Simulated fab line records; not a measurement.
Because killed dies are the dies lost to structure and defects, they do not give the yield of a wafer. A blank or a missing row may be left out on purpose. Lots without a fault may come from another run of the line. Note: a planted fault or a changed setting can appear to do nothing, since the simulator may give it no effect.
A single fault, viewed from 2 desks :: flow gf180mcu :: each desk has only its own numbers; what lay behind them comes last

== DESK OF THE TOOL OWNER: pvd sputter-04 ==
The tool's own readings at GF_TOP_METAL_SPUTTER_02 (material AlCu, target thk 900 nm, time 47.82 s): means of the sampled wafers that have a number, for each lot that ran on this tool. A lot is out of limits, marked OUT, if its mean lies more than 4 standard deviations from the usual mean; the brackets give that distance.
Columns: A = throttle valve pct at GF_TOP_METAL_SPUTTER_02, usual 29.8 %
lot: L767
first seen here: day 30 20:30
A: 28.7

lot: L770
first seen here: day 31 12:41
A: 29.8

lot: L775
first seen here: day 32 21:55
A: 29.3

lot: L777
first seen here: day 33 03:22
A: 29.0
This desk's finding: nothing out of limits on any of the 4 lots.

== FROM THE METROLOGY DESK ==
What the gauges read, lot by lot, whatever tool the lot ran on: means of the sampled wafers that have a number. A lot is out of limits, marked OUT, if its mean lies more than 4 standard deviations from the usual mean; the brackets give that distance.
Columns: A = TOP_METAL_ALCU_RS at GF_TOP_METAL_RS_MEAS_05, usual 0.0327 ohm/sq; B = TOP_METAL_ALCU_THK at GF_TOP_METAL_THK_MEAS_06, usual 916 nm; C = cd nm at GF_TOP_METAL_CD_MEAS_14, usual 439.6 nm
lot: L760
first seen here: day 28 14:22
A: 0.0327
B: 909
C: 438.5

lot: L761
first seen here: day 29 04:58
A: 0.0331
B: 912
C: 438.5

lot: L763
first seen here: day 29 20:16
A: 0.0329
B: 908
C: 440.8

lot: L764
first seen here: day 29 20:52
A: 0.0330
B: 905
C: 436.3

lot: L767
first seen here: day 30 20:37
A: 0.0324
B: 925
C: 440.2

lot: L769
first seen here: day 31 12:26
A: 0.0325
B: 933
C: 439.2

lot: L770
first seen here: day 31 12:47
A: 0.0321
B: 929
C: 441.6

lot: L775
first seen here: day 32 22:01
A: 0.0323
B: 932
C: 437.3

lot: L777
first seen here: day 33 03:27
A: 0.0334
B: 905
C: 442.6

lot: L781
first seen here: day 34 05:12
A: 0.0329
B: 921
C: 441.3
This desk's finding: nothing out of limits on any of the 10 lots.

== TAKEN TOGETHER ==
The tool owner's desk saw nothing out of limits.
Metrology desk: nothing out of limits seen.

== WHAT HAD BEEN PUT IN BY THE SIMULATOR ==
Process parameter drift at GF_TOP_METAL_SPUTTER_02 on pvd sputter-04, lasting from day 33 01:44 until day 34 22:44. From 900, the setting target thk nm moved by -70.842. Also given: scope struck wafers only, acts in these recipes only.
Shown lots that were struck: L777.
